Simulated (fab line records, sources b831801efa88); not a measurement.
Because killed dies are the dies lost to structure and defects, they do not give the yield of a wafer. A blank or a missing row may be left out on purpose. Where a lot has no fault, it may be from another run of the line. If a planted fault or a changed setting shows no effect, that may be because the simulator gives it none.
fab line records	flow sfq-line
record: lots: 5	wafers: 23
route steps=325 shown I1@78 M2@95 I2@108 M3@119 I3@137
start-h: hours from the record's opening day to when the first of the lot's shown wafers began	wait-h: hours since the lot's step before	" identical to the entry in the row above	L1.1+2: a row that stands for several wafers	- no value, or no start given	* or withheld: withheld	< > ~ a bound
route shown NAME@n: NAME is a module with steps in the file, n the number in the route of the first one	usual: mean/standard deviation of fault-free wafers	same: alike in all rows	chamber/n: place in a boat	sites: each site's reading	_std_site: the standard deviation of these	_edge_site: inner sites' mean taken away from outer sites' mean	radius-mm: for every site, how far away it sits from the centre of the wafer	mask NAME#n: copy n	behind: the most recent tool/chamber to have shaped the wafer	hold: cause of the lot's hold/its duration in hours/its outcome	device: transistor that didn't switch, given as n, p or np	end of line: the route-end tests of the same wafers	for a step that has no rows: nothing shown but its recipe	killed: the dies lost at the first sort to structure and to defects; this is not the yield of the wafer	map: a wafer's dies, marking killed ones x, the rest . and places with no die _
set.NAME: the setting that was run; set.NAME@STEP: the one run at that earlier step	model.NAME: the simulator's own value behind a step, which no gauge read
lots where settings were altered on purpose, with a table for each step and a row for each wafer
== steps ==
step: SFQ_TRILAYER_I1_VIA_LITHO_COAT_049
recipe: resist: KrF	spin-rpm: 3000	resist-thk-nm: 650
lot.wafer	tool	chamber	start-h	wait-h	set.spin-rpm	model.KrF_of_TRILAYER_I1_VIA_LITHO_COAT_049.thk-nm
L074.2	litho-track-02	0	325.61	0.2	3000	649.5
L074.3	"	0	"	"	3000	650.8
L074.4	"	0	"	"	3000	649.7
L074.5	"	0	"	"	3118	638.1
L074.6	"	0	"	"	3118	637.6
L076.1	litho-track-02	0	334.75	0.2	3000	648.7
L076.2	"	0	"	"	2908	659
L076.3	"	0	"	"	2908	660.1
L076.5	"	0	"	"	3000	647.7
L076.6	"	0	"	"	3000	647.5
L077.4	litho-track-01	0	347.22	0.2	3000	651
L077.5	"	0	"	"	3000	650.3
L077.6	"	0	"	"	3000	649.2
L078.1	litho-track-02	0	354.87	0.2	3071	642.8
L078.2+6	"	0	"	"	3000	651.1
L078.3	"	0	"	"	3071	645.3
L078.5	"	0	"	"	3071	645.7
L079.1	litho-track-03	0	356.49	0.2	3000	648.4
L079.2+5	"	0	"	"	3000	648.2
L079.3	"	0	"	"	2817	668.5
L079.4	"	0	"	"	2817	667.2
step: SFQ_TRILAYER_I1_VIA_LITHO_SOFTBAKE_053
recipe: temp-c: withheld	time-s: withheld	resist: KrF
step: SFQ_TRILAYER_I1_VIA_LITHO_EXPOSE_050
recipe: mask-id: I1	na: 0.6	source-shape: conventional	sigma-outer: 0.65	target-cd-nm: 500	dose-mj: 21.3
step: SFQ_TRILAYER_I1_VIA_LITHO_DEVELOP_051
recipe: time-s: 60	resist: KrF
step: SFQ_TRILAYER_I1_VIA_BARC_OPEN_VIA_ETCH_071
recipe: mask-material: PR	chemistry: O2	target-depth-nm: 125	target: BARC	source-w: 500	bias-w: 80	pressure-mtorr: 30	time-s: 41.7
lot.wafer	tool	chamber	start-h	wait-h	set.spin-rpm@TRILAYER_I1_VIA_LITHO_COAT_049	model.KrF_of_TRILAYER_I1_VIA_LITHO_COAT_049.thk-nm
L074.2	rie-diel-02	0	340.21	0.0	3000	572.3
L074.3	"	3	"	"	3000	573.4
L074.4	"	3	"	"	3000	572.6
L074.5	"	2	"	"	3118	560.8
L074.6	"	0	"	"	3118	560.2
L076.1	rie-diel-02	0	346.21	0.0	3000	571
L076.2	"	2	"	"	2908	581.4
L076.3	"	3	"	"	2908	582.6
L076.5	"	3	"	"	3000	570
L076.6	"	2	"	"	3000	570.5
L077.4	rie-diel-03	3	354.73	0.0	3000	571.9
L077.5	"	2	"	"	3000	573.9
L077.6	"	0	"	"	3000	572
L078.1	rie-diel-03	0	361.91	0.0	3071	566.1
L078.2	"	2	"	"	3000	575.2
L078.3	"	1	"	"	3071	568.9
L078.5	"	2	"	"	3071	569.8
L078.6	"	3	"	"	3000	572.5
L079.1	rie-diel-02	2	364.31	0.0	3000	571
L079.2	"	3	"	"	3000	570.7
L079.3	"	0	"	"	2817	591.1
L079.4	"	1	"	"	2817	591.3
L079.5	"	0	"	"	3000	570.5
step: SFQ_TRILAYER_I1_VIA_ETCH_VIA_ETCH_052
recipe: target: SiO2	stop-on: Nb	mask-material: PR	taper-deg: 20	chemistry: CHF3	target-depth-nm: 260	source-w: 500	bias-w: 80	pressure-mtorr: 30	time-s: withheld
lot.wafer	tool	chamber	start-h	wait-h	set.source-w	set.spin-rpm@TRILAYER_I1_VIA_LITHO_COAT_049	model.KrF_of_TRILAYER_I1_VIA_LITHO_COAT_049.thk-nm
L074.2	rie-diel-02	0	340.25	0.0	500	3000	526.7
L074.3	"	3	"	"	500	3000	528.9
L074.4	"	3	"	"	522.1	3000	527.4
L074.5	"	2	"	"	522.1	3118	514.9
L074.6	"	0	"	"	500	3118	514.5
L076.1	rie-diel-02	0	346.25	0.0	500	3000	525.5
L076.2	"	2	"	"	466.8	2908	537.7
L076.3	"	3	"	"	466.8	2908	539.7
L076.5	"	3	"	"	466.8	3000	526.9
L076.6	"	2	"	"	500	3000	525.8
L077.4	rie-diel-03	3	354.81	0.1	500	3000	525.2
L077.5	"	2	"	"	500	3000	529.6
L077.6	"	0	"	"	500	3000	527.4
L078.1	rie-diel-03	0	361.95	0.0	500	3071	521.3
L078.2	"	2	"	"	500	3000	531
L078.3	"	1	"	"	500	3071	525.2
L078.5	"	2	"	"	500	3071	525.6
L078.6	"	3	"	"	500	3000	525.9
L079.1	rie-diel-02	2	364.35	0.0	559.1	3000	524.6
L079.2	"	3	"	"	500	3000	525.8
L079.3	"	0	"	"	500	2817	545.7
L079.4	"	1	"	"	559.1	2817	546.6
L079.5	"	0	"	"	500	3000	525.4
step: SFQ_TRILAYER_M2_LITHO_EXPOSE_058
recipe: mask-id: M2	na: 0.6	source-shape: conventional	sigma-outer: 0.65	target-cd-nm: 500	dose-mj: 14.4
lot.wafer	tool	chamber	start-h	wait-h	mask	set.dose-mj
L074.2+3+5	krf-scanner-01	0	485.17	-	M2#0	14.4
L074.4+6	"	0	"	"	M2#0	14.94
L076.1+3+6	krf-scanner-01	0	493.37	-	M2#0	14.4
L076.2+5	"	0	"	"	M2#0	15.04
L077.4+5+6	krf-scanner-01	0	502.37	-	M2#0	14.4
L078.1+3+6	krf-scanner-01	0	512.57	-	M2#0	14.4
L078.2+5	"	0	"	"	M2#0	13.47
L079.1+3	krf-scanner-01	0	516.17	-	M2#0	14.4
L079.2+4+5	"	0	"	"	M2#0	14.76
step: SFQ_TRILAYER_M2_LITHO_PEB_060
recipe: peb-temp-c: 115	peb-time-s: 60	resist: KrF
step: SFQ_TRILAYER_M2_LITHO_DEVELOP_059
recipe: time-s: 60	resist: KrF
step: SFQ_TRILAYER_M2_BARC_OPEN_METAL_ETCH_077
recipe: mask-material: PR	chemistry: O2	target-depth-nm: 125	target: BARC	icp-w: 600	bias-w: 80	pressure-mtorr: 10	time-s: 43.06
lot.wafer	tool	chamber	start-h	wait-h	set.dose-mj@TRILAYER_M2_LITHO_EXPOSE_058	model.M2.cd-nm
L074.2	rie-metal-03	0	486.51	0.0	14.4	497.2
L074.3	"	0	"	"	14.4	499
L074.4	"	1	"	"	14.94	492.2
L074.5	"	0	"	"	14.4	497.7
L074.6	"	1	"	"	14.94	492.1
L076.1	rie-metal-04	1	494.90	0.0	14.4	500.6
L076.2	"	0	"	"	15.04	494.4
L076.3	"	0	"	"	14.4	499.1
L076.5	"	1	"	"	15.04	494.6
L076.6	"	0	"	"	14.4	499
L077.4	rie-metal-04	0	503.32	0.0	14.4	497.5
L077.5	"	0	"	"	14.4	498.9
L077.6	"	1	"	"	14.4	498
L078.1	rie-metal-02	0	514.10	0.0	14.4	495.5
L078.2	"	1	"	"	13.47	508.2
L078.3	"	1	"	"	14.4	495.8
L078.5	"	1	"	"	13.47	507.1
L078.6	"	0	"	"	14.4	497.8
L079.1	rie-metal-02	1	517.70	0.0	14.4	497.5
L079.2	"	0	"	"	14.76	494.6
L079.3	"	0	"	"	14.4	499.4
L079.4	"	1	"	"	14.76	494.4
L079.5	"	1	"	"	14.76	494.8
step: SFQ_TRILAYER_M2_ETCH_METAL_ETCH_060
recipe: target: Nb	stop-on: SiO2	mask-material: PR	chemistry: Cl2/Ar	target-depth-nm: 240	icp-w: 600	bias-w: 80	pressure-mtorr: 10	time-s: 120
lot.wafer	tool	chamber	start-h	wait-h	set.icp-w	set.dose-mj@TRILAYER_M2_LITHO_EXPOSE_058	model.KrF_of_TRILAYER_M2_LITHO_COAT_057.thk-nm	model.M2.cd-nm
L074.2	rie-metal-03	0	486.57	0.0	600	14.4	389.7	496.9
L074.3	"	0	"	"	600	14.4	393.4	498.8
L074.4	"	1	"	"	600	14.94	383.6	495.5
L074.5	"	0	"	"	600	14.4	391.7	498.1
L074.6	"	1	"	"	600	14.94	384.4	494.4
L076.1	rie-metal-04	1	494.96	0.0	576.8	14.4	396.8	499
L076.2	"	0	"	"	576.8	15.04	395.2	494.7
L076.3	"	0	"	"	600	14.4	392.8	498.4
L076.5	"	1	"	"	600	15.04	391	493.5
L076.6	"	0	"	"	576.8	14.4	395.2	498.3
L077.4	rie-metal-04	0	503.40	0.1	600	14.4	389.1	497
L077.5	"	0	"	"	600	14.4	391.4	497.4
L077.6	"	1	"	"	600	14.4	389	495.4
L078.1	rie-metal-02	0	514.16	0.0	600	14.4	384.7	496.6
L078.2	"	1	"	"	600	13.47	388.3	508.2
L078.3	"	1	"	"	600	14.4	386	496.3
L078.5	"	1	"	"	652.4	13.47	379.6	509.1
L078.6	"	0	"	"	652.4	14.4	371.5	498.1
L079.1	rie-metal-02	1	517.76	0.0	600	14.4	390.5	498.9
L079.2	"	0	"	"	600	14.76	385.4	496.7
L079.3	"	0	"	"	600	14.4	387.2	500.8
L079.4	"	1	"	"	533.7	14.76	404	495.6
L079.5	"	1	"	"	533.7	14.76	405.8	496.9
step: SFQ_TRILAYER_I2_VIA_LITHO_COAT_067
recipe: resist: KrF	spin-rpm: 3000	resist-thk-nm: 650
lot.wafer	tool	chamber	start-h	wait-h	set.resist-thk-nm	model.KrF_of_TRILAYER_I2_VIA_LITHO_COAT_067.thk-nm
L074.2	litho-track-04	0	492.86	0.2	650	650.2
L074.3	"	0	"	"	627.5	627.5
L074.4	"	0	"	"	627.5	629
L074.5	"	0	"	"	650	650.1
L074.6	"	0	"	"	627.5	628.6
L076.1	litho-track-01	0	501.20	0.2	650	649
L076.2	"	0	"	"	650	648.6
L076.3	"	0	"	"	650	648.9
L076.5	"	0	"	"	650	648.3
L076.6	"	0	"	"	650	647.8
L077.4	litho-track-03	0	509.13	0.2	650	646.7
L077.5	"	0	"	"	650	649.2
L077.6	"	0	"	"	650	647.6
L078.1	litho-track-01	0	519.78	0.2	650	651.1
L078.2	"	0	"	"	629.4	629.2
L078.3	"	0	"	"	629.4	633.2
L078.5	"	0	"	"	650	655
L078.6	"	0	"	"	650	650.3
L079.1	litho-track-03	0	523.38	0.2	650	652.3
L079.2	"	0	"	"	650	652.6
L079.3	"	0	"	"	650	653.1
L079.4	"	0	"	"	650	650.2
L079.5	"	0	"	"	650	651.4
step: SFQ_TRILAYER_I2_VIA_LITHO_SOFTBAKE_071
recipe: temp-c: withheld	time-s: withheld	resist: KrF
step: SFQ_TRILAYER_I2_VIA_LITHO_EXPOSE_068
recipe: mask-id: I2	na: 0.6	source-shape: conventional	sigma-outer: 0.65	target-cd-nm: 500	dose-mj: 21.3
step: SFQ_TRILAYER_I2_VIA_LITHO_DEVELOP_069
recipe: time-s: 60	resist: KrF
step: SFQ_TRILAYER_I2_VIA_BARC_OPEN_VIA_ETCH_096
recipe: mask-material: PR	chemistry: O2	target-depth-nm: 125	target: BARC	source-w: 500	bias-w: 80	pressure-mtorr: 30.79	time-s: 41.7
lot.wafer	tool	chamber	start-h	wait-h	set.resist-thk-nm@TRILAYER_I2_VIA_LITHO_COAT_067	model.KrF_of_TRILAYER_I2_VIA_LITHO_COAT_067.thk-nm
L074.2	rie-diel-04	0	529.93	0.0	650	572.3
L074.3	"	1	"	"	627.5	551
L074.4	"	3	"	"	627.5	552.1
L074.5	"	0	"	"	650	572
L074.6	"	1	"	"	627.5	552
L076.1	rie-diel-04	2	667.97	0.0	650	570.5
L076.2	"	0	"	"	650	570.3
L076.3	"	1	"	"	650	572.1
L076.5	"	3	"	"	650	571.2
L076.6	"	0	"	"	650	569.5
L077.4	rie-diel-01	1	675.19	0.0	650	568.9
L077.5	"	2	"	"	650	573.1
L077.6	"	0	"	"	650	571.3
L078.1	rie-diel-04	2	685.97	0.0	650	571.6
L078.2	"	3	"	"	629.4	552.7
L078.3	"	1	"	"	629.4	556.8
L078.5	"	2	"	"	650	575.9
L078.6	"	3	"	"	650	573.5
L079.1+3	rie-diel-03	0,1	690.77	0.0	650	576.2
L079.2	"	2	"	"	650	574.9
L079.4	"	3	"	"	650	572.5
L079.5	"	1	"	"	650	574.2
step: SFQ_TRILAYER_I2_VIA_ETCH_VIA_ETCH_070
recipe: target: SiO2	stop-on: Nb	mask-material: PR	taper-deg: 20	chemistry: CHF3	target-depth-nm: 260	source-w: 500	bias-w: 80	pressure-mtorr: 30	time-s: withheld
lot.wafer	tool	chamber	start-h	wait-h	set.resist-thk-nm@TRILAYER_I2_VIA_LITHO_COAT_067	model.KrF_of_TRILAYER_I2_VIA_LITHO_COAT_067.thk-nm
L074.2	rie-diel-04	0	529.97	0.0	650	527.4
L074.3	"	1	"	"	627.5	507.5
L074.4	"	3	"	"	627.5	507.8
L074.5	"	0	"	"	650	526.9
L074.6	"	1	"	"	627.5	508.6
L076.1	rie-diel-04	2	668.01	0.0	650	524.2
L076.2	"	0	"	"	650	524.5
L076.3	"	1	"	"	650	528
L076.5	"	3	"	"	650	526.5
L076.6	"	0	"	"	650	523.6
L077.4	rie-diel-01	1	675.27	0.1	650	523.5
L077.5	"	2	"	"	650	529.1
L077.6	"	0	"	"	650	527.2
L078.1	rie-diel-04	2	686.01	0.0	650	525.3
L078.2	"	3	"	"	629.4	508.4
L078.3	"	1	"	"	629.4	513.2
L078.5	"	2	"	"	650	529.9
L078.6	"	3	"	"	650	529.4
L079.1	rie-diel-03	0	690.81	0.0	650	532.4
L079.2	"	2	"	"	650	530.2
L079.3	"	1	"	"	650	531.5
L079.4	"	3	"	"	650	527.5
L079.5	"	1	"	"	650	529.8
step: SFQ_TRILAYER_M3_DEP_SPUTTER_073
recipe: material: Nb	base-pressure-pa: 1.33e-06	chamber-pressure-pa: 0.1333	substrate-temp-c: 20	resputter-cathode-voltage-v: 400	target-thk-nm: 200	power-w: 2000	time-s: 133.3
lot.wafer	tool	chamber	start-h	wait-h	set.power-w	model.Nb_of_TRILAYER_M3_DEP_SPUTTER_073.thk-nm
L074.2	pvd-sputter-03	-	530.89	0.0	2000	199.6
L074.3	"	-	"	"	2130	214.2
L074.4	"	-	"	"	2130	214.5
L074.5	"	-	"	"	2000	198.7
L074.6	"	-	"	"	2000	198.8
L076.1	pvd-sputter-04	-	668.93	0.0	2000	205.2
L076.2	"	-	"	"	2000	203.6
L076.3	"	-	"	"	2000	203.9
L076.5	"	-	"	"	2000	204.8
L076.6	"	-	"	"	2000	204.7
L077.4	pvd-sputter-03	-	676.13	0.0	2000	199.9
L077.5	"	-	"	"	2000	202.2
L077.6	"	-	"	"	2000	199.7
L078.1	pvd-sputter-05	-	686.93	0.0	2000	194.6
L078.2	"	-	"	"	1784	177.2
L078.3	"	-	"	"	1784	176.8
L078.5	"	-	"	"	1784	175.5
L078.6	"	-	"	"	2000	198.5
L079.1	pvd-sputter-04	-	691.74	0.0	2000	199.7
L079.2	"	-	"	"	2206	221.7
L079.3	"	-	"	"	2000	201.8
L079.4	"	-	"	"	2000	201.1
L079.5	"	-	"	"	2206	222.2
step: SFQ_M3_RS_MEAS_919
recipe: thk-meas-gauge: four-point-probe	reads: Nb_of_TRILAYER_M3_DEP_SPUTTER_073
usual: M3_NB_RS: 0.891/0.012
lot.wafer	tool	chamber	start-h	wait-h	set.power-w@TRILAYER_M3_DEP_SPUTTER_073	M3_NB_RS[ohm/sq]
L074.2	film-metro-04	-	531.00	0.1	2000	0.889
L074.3	"	-	"	"	2130	0.830
L074.4	"	-	"	"	2130	0.829
L074.5	"	-	"	"	2000	0.894
L074.6	"	-	"	"	2000	0.894
L076.1	film-metro-01	-	669.02	0.0	2000	0.867
L076.2	"	-	"	"	2000	0.874
L076.3	"	-	"	"	2000	0.872
L076.5	"	-	"	"	2000	0.867
L076.6	"	-	"	"	2000	0.869
L077.4	film-metro-04	-	676.28	0.1	2000	0.890
L077.5	"	-	"	"	2000	0.878
L077.6	"	-	"	"	2000	0.891
L078.1	film-metro-01	-	687.02	0.0	2000	0.913
L078.2	"	-	"	"	1784	1.005
L078.3	"	-	"	"	1784	1.005
L078.5	"	-	"	"	1784	1.012
L078.6	"	-	"	"	2000	0.894
L079.1	film-metro-01	-	691.83	0.0	2000	0.889
L079.2	"	-	"	"	2206	0.802
L079.3	"	-	"	"	2000	0.881
L079.4	"	-	"	"	2000	0.883
L079.5	"	-	"	"	2206	0.799
step: SFQ_TRILAYER_M3_LITHO_EXPOSE_076
recipe: mask-id: M3	na: 0.6	source-shape: conventional	sigma-outer: 0.65	target-cd-nm: 500	dose-mj: 14.4
lot.wafer	tool	chamber	start-h	wait-h	mask	set.dose-mj
L074.2+3+4+5+6	krf-scanner-02	0	650.91	-	M3#0	14.4
L076.1+2+5	krf-scanner-01	0	669.95	-	M3#0	13.94
L076.3+6	"	0	"	"	M3#0	14.4
L077.4+5+6	krf-scanner-01	0	678.95	-	M3#0	14.4
L078.1+3	krf-scanner-01	0	690.57	-	M3#0	13.54
L078.2+5+6	"	0	"	"	M3#0	14.4
L079.1+4	krf-scanner-01	0	696.57	-	M3#0	14.4
L079.2+3+5	"	0	"	"	M3#0	14.85
step: SFQ_TRILAYER_M3_LITHO_PEB_078
recipe: peb-temp-c: 115	peb-time-s: 60	resist: KrF
step: SFQ_TRILAYER_M3_LITHO_DEVELOP_077
recipe: time-s: 60	resist: KrF
step: SFQ_TRILAYER_M3_BARC_OPEN_METAL_ETCH_100
recipe: mask-material: PR	chemistry: O2	target-depth-nm: 125	target: BARC	icp-w: 600	bias-w: 80	pressure-mtorr: 10	time-s: 41.7
lot.wafer	tool	chamber	start-h	wait-h	set.dose-mj@TRILAYER_M3_LITHO_EXPOSE_076	model.M3.cd-nm
L074.2	rie-metal-02	1	652.25	0.0	14.4	499.5
L074.3	"	1	"	"	14.4	500.4
L074.4	"	0	"	"	14.4	501.1
L074.5	"	1	"	"	14.4	499.7
L074.6	"	0	"	"	14.4	501.7
L076.1	rie-metal-02	1	671.48	0.0	13.94	506.9
L076.2	"	0	"	"	13.94	508
L076.3	"	0	"	"	14.4	502.8
L076.5	"	0	"	"	13.94	508.4
L076.6	"	1	"	"	14.4	502.1
L077.4	rie-metal-02	0	679.90	0.0	14.4	500.9
L077.5	"	0	"	"	14.4	502.9
L077.6	"	1	"	"	14.4	499.5
L078.1	rie-metal-04	1	692.11	0.0	13.54	510.9
L078.2+5	"	0	"	"	14.4	501.6
L078.3	"	1	"	"	13.54	510.3
L078.6	"	1	"	"	14.4	501.7
L079.1	rie-metal-01	0	698.11	0.0	14.4	500.3
L079.2	"	1	"	"	14.85	494.5
L079.3	"	0	"	"	14.85	493
L079.4	"	1	"	"	14.4	499.1
L079.5	"	1	"	"	14.85	495.8
step: SFQ_TRILAYER_M3_ETCH_METAL_ETCH_078
recipe: target: Nb	stop-on: SiO2	mask-material: PR	chemistry: Cl2/Ar	target-depth-nm: 240	icp-w: 600	bias-w: 80	pressure-mtorr: 10	time-s: 120
usual: oes-product-au: 0.894/0.0083
lot.wafer	tool	chamber	start-h	wait-h	set.power-w@TRILAYER_M3_DEP_SPUTTER_073	set.dose-mj@TRILAYER_M3_LITHO_EXPOSE_076	oes-product-au	model.M3.cd-nm
L074.2	rie-metal-02	1	652.31	0.0	2000	14.4	0.900	502.5
L074.3	"	1	"	"	2130	14.4	0.933	503.2
L074.4	"	0	"	"	2130	14.4	0.931	500.8
L074.5	"	1	"	"	2000	14.4	0.894	502.5
L074.6	"	0	"	"	2000	14.4	0.889	501
L076.1	rie-metal-02	1	671.54	0.0	2000	13.94	0.912	509.6
L076.2	"	0	"	"	2000	13.94	0.899	506.9
L076.3	"	0	"	"	2000	14.4	0.908	501.9
L076.5	"	0	"	"	2000	13.94	0.906	507.9
L076.6	"	1	"	"	2000	14.4	0.911	504.1
L077.4	rie-metal-02	0	679.99	0.1	2000	14.4	0.902	501
L077.5	"	0	"	"	2000	14.4	0.904	503.2
L077.6	"	1	"	"	2000	14.4	0.897	502.2
L078.1	rie-metal-04	1	692.17	0.0	2000	13.54	0.873	511.4
L078.2	"	0	"	"	1784	14.4	0.838	503.9
L078.3	"	1	"	"	1784	13.54	0.826	510.6
L078.5	"	0	"	"	1784	14.4	0.834	504.2
L078.6	"	1	"	"	2000	14.4	0.887	502.4
L079.1	rie-metal-01	0	698.17	0.0	2000	14.4	0.899	501.1
L079.2	"	1	"	"	2206	14.85	0.949	495.1
L079.3	"	0	"	"	2000	14.85	0.904	494.1
L079.4	"	1	"	"	2000	14.4	0.903	499.9
L079.5	"	1	"	"	2206	14.85	0.954	496.1
step: SFQ_TRILAYER_I3_VIA_LITHO_COAT_090
recipe: resist: BARC	spin-rpm: 3000	resist-thk-nm: 62
lot.wafer	tool	chamber	start-h	wait-h	set.spin-rpm	model.BARC_of_TRILAYER_I3_VIA_LITHO_COAT_090.thk-nm
L074.2	litho-track-01	0	664.30	0.9	3141	60.6
L074.3	"	0	"	"	3141	60.62
L074.4	"	0	"	"	3000	62.05
L074.5	"	0	"	"	3000	61.92
L074.6	"	0	"	"	3000	61.95
L076.1	litho-track-03	0	676.84	1.0	3176	60.41
L076.2	"	0	"	"	3000	61.96
L076.3	"	0	"	"	3000	61.98
L076.5	"	0	"	"	3176	60.29
L076.6	"	0	"	"	3176	60.17
L077.4	litho-track-03	0	686.93	0.6	3000	62.11
L077.5	"	0	"	"	3000	62.01
L077.6	"	0	"	"	3000	62.14
L078.1	litho-track-02	0	697.47	1.0	2939	62.52
L078.2	"	0	"	"	2939	62.6
L078.3	"	0	"	"	2939	62.43
L078.5	"	0	"	"	3000	61.84
L078.6	"	0	"	"	3000	61.95
L079.1	litho-track-02	0	705.15	1.0	3000	61.89
L079.2	"	0	"	"	3000	61.98
L079.3	"	0	"	"	3000	62.01
L079.4	"	0	"	"	3000	61.96
L079.5	"	0	"	"	3000	62.24
== key ==
split: step: SFQ_TRILAYER_I1_VIA_LITHO_COAT_049	setting: spin-rpm	stated: 3000	by: wafer
response: step: SFQ_TRILAYER_I1_VIA_LITHO_COAT_049	reading: model.KrF_of_TRILAYER_I1_VIA_LITHO_COAT_049.thk-nm	change: -3.22	per: 1%	r: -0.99
response: step: SFQ_TRILAYER_I1_VIA_BARC_OPEN_VIA_ETCH_071	reading: model.KrF_of_TRILAYER_I1_VIA_LITHO_COAT_049.thk-nm	change: -3.28	per: 1%	r: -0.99
response: step: SFQ_TRILAYER_I1_VIA_ETCH_VIA_ETCH_052	reading: model.KrF_of_TRILAYER_I1_VIA_LITHO_COAT_049.thk-nm	change: -3.36	per: 1%	r: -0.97
split: step: SFQ_TRILAYER_I1_VIA_ETCH_VIA_ETCH_052	setting: source-w	stated: 500	by: wafer
response none clear
split: step: SFQ_TRILAYER_M2_LITHO_EXPOSE_058	setting: dose-mj	stated: 14.4	by: wafer
response: step: SFQ_TRILAYER_M2_BARC_OPEN_METAL_ETCH_077	reading: model.M2.cd-nm	change: -1.56	per: 1%	r: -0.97
response: step: SFQ_TRILAYER_M2_ETCH_METAL_ETCH_060	reading: model.M2.cd-nm	change: -1.41	per: 1%	r: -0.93
split: step: SFQ_TRILAYER_M2_ETCH_METAL_ETCH_060	setting: icp-w	stated: 600	by: wafer
response: step: SFQ_TRILAYER_M2_ETCH_METAL_ETCH_060	reading: model.KrF_of_TRILAYER_M2_LITHO_COAT_057.thk-nm	change: -1.4	per: 1%	r: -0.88
split: step: SFQ_TRILAYER_I2_VIA_LITHO_COAT_067	setting: resist-thk-nm	stated: 650	by: wafer
response: step: SFQ_TRILAYER_I2_VIA_LITHO_COAT_067	reading: model.KrF_of_TRILAYER_I2_VIA_LITHO_COAT_067.thk-nm	change: +6.44	per: 1%	r: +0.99
response: step: SFQ_TRILAYER_I2_VIA_BARC_OPEN_VIA_ETCH_096	reading: model.KrF_of_TRILAYER_I2_VIA_LITHO_COAT_067.thk-nm	change: +5.94	per: 1%	r: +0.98
response: step: SFQ_TRILAYER_I2_VIA_ETCH_VIA_ETCH_070	reading: model.KrF_of_TRILAYER_I2_VIA_LITHO_COAT_067.thk-nm	change: +5.52	per: 1%	r: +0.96
split: step: SFQ_TRILAYER_M3_DEP_SPUTTER_073	setting: power-w	stated: 2000	by: wafer
response: step: SFQ_TRILAYER_M3_DEP_SPUTTER_073	reading: model.Nb_of_TRILAYER_M3_DEP_SPUTTER_073.thk-nm	change: +2.01	per: 1%	r: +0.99
response: step: SFQ_M3_RS_MEAS_919	reading: M3_NB_RS	change: -0.00902	per: 1%	r: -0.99
response: step: SFQ_TRILAYER_M3_ETCH_METAL_ETCH_078	reading: oes-product-au	change: +0.00479	per: 1%	r: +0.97
split: step: SFQ_TRILAYER_M3_LITHO_EXPOSE_076	setting: dose-mj	stated: 14.4	by: wafer
response: step: SFQ_TRILAYER_M3_BARC_OPEN_METAL_ETCH_100	reading: model.M3.cd-nm	change: -1.57	per: 1%	r: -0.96
response: step: SFQ_TRILAYER_M3_ETCH_METAL_ETCH_078	reading: model.M3.cd-nm	change: -1.4	per: 1%	r: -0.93
split: step: SFQ_TRILAYER_I3_VIA_LITHO_COAT_090	setting: spin-rpm	stated: 3000	by: wafer
response: step: SFQ_TRILAYER_I3_VIA_LITHO_COAT_090	reading: model.BARC_of_TRILAYER_I3_VIA_LITHO_COAT_090.thk-nm	change: -0.289	per: 1%	r: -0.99
